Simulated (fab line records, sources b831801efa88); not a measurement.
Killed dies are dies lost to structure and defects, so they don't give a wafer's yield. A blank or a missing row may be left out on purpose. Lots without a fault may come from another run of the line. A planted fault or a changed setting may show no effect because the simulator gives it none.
A struck lot beside a sound one | flow sky130 | 15 steps out of a route of 708
Sound: wafers L224.1, L224.2, L224.4. Struck: wafers L238.2, L238.3, L238.6. The cause comes at the end.
At each step with rows: each side's tool, then ch and its chambers, then its first start. Under that, the readings that differ: sound wafers | struck wafers | difference of the means | sigmas: that difference in standard deviations of wafers without a fault.
alike: readings whose means differ by less than 2 such deviations, and words and numbers that are the same on both sides. not compared: withheld readings, readings that some wafer has no value for, bounds like >300 that may hide the same value, and numbers for which the record gives no deviation and whose values overlap.
The two part at a step that has a row with sigmas, a row that says differs or no value, or rows on one side only. Numbers that don't overlap but have no deviation are shown without sigmas and don't part them. A reading that every wafer of one side lacks parts them only if that side has two wafers or more.

SKY_VIA2_BOW_MEAS_03:
  sound on film_metro-03, day 36 22:07; struck on film_metro-01, day 40 21:50
  alike: VIA2_BOW
then, 8 steps without rows for these wafers: SKY_VIA2_DEHYDRATE_04 (time 60 s); SKY_VIA2_HMDS_05 (prime time 60 s); SKY_VIA2_COAT_06 (resist thk 60 nm); SKY_VIA2_COAT_07 (resist thk 450 nm); SKY_VIA2_SOFTBAKE_08 (time 90 s); SKY_VIA2_EXPOSE_09 (exposes mask VIM2, target cd 200 nm); SKY_VIA2_PEB_10; SKY_VIA2_DEVELOP_11 (develop time 60 s).
SKY_VIA2_CD_MEAS_12: target cd 200 nm.
  sound on cd_sem-02, day 38 01:11; struck on cd_sem-01, day 41 22:35
  alike: cd_nm
SKY_VIA2_OVL_MEAS_13:
  sound on overlay-01, day 38 01:19; struck on overlay-01, day 41 22:41
  alike: VIA2_OVL
SKY_VIA2_ETCH_14: etches BARC in N2/H2, stops on SiO2, time 45.9 s, target depth 60 nm.
  sound on rie_diel-04 ch 0,2,3, day 38 01:20; struck on rie_diel-03 ch 0,2, day 41 22:43
  alike: bias_w, chamber_pressure_mTorr, drypump_motor_current_A, oes_product_au, throttle_valve_pct
  not compared: rf_hours_counter_h
SKY_VIA2_ETCH_15: etches SiO2 in C4F8/O2/Ar, stops on TiN, target depth 546 nm, time 84 s.
  sound on rie_diel-04 ch 0,2,3, day 38 01:23; struck on rie_diel-03 ch 0,2, day 41 22:46
  no value came back on the struck wafers for bias_w (W), chamber_pressure_mTorr (mTorr), oes_product_au (a.u.), rf_hours_counter_h (h); on the sound wafers bias_w (W) reads 1199 1193 1199
  reading                                     | sound             | struck            | difference | sigmas
  model.KrF-thick_of_VIA2_COAT_07.thk_nm (nm) | 286.6 281.6 282.5 | 392.7 392.4 391.5 | +108.6     |
SKY_VIA2_STRIP_16: strips in O2/N2.
  sound on plasma_asher-01 ch 0,1, day 38 01:27; struck on plasma_asher-04 ch 0, day 41 22:50
  reading                      | sound             | struck            | difference | sigmas
  drypump_motor_current_A (A)  | 5.1 5.3 5.3       | 5.9 5.9 5.9       | +0.7       | +2
  oes_product_au (a.u.)        | 0.393 0.395 0.406 | 0.449 0.446 0.447 | +0.049     | +10
  strip_time_to_endpoint_s (s) | 4.086 4.029 4.041 | 5.192 5.197 5.190 | +1.141     | +46
  not compared: rf_hours_counter_h
then, 1 step without rows for these wafers: SKY_VIA2_STRIP_17 (strips in post etch residue remover, time 1200 s).

WHERE THEY PART
First at SKY_VIA2_ETCH_15; last, within this record, at SKY_VIA2_STRIP_16.

WHY: what the simulator had put in
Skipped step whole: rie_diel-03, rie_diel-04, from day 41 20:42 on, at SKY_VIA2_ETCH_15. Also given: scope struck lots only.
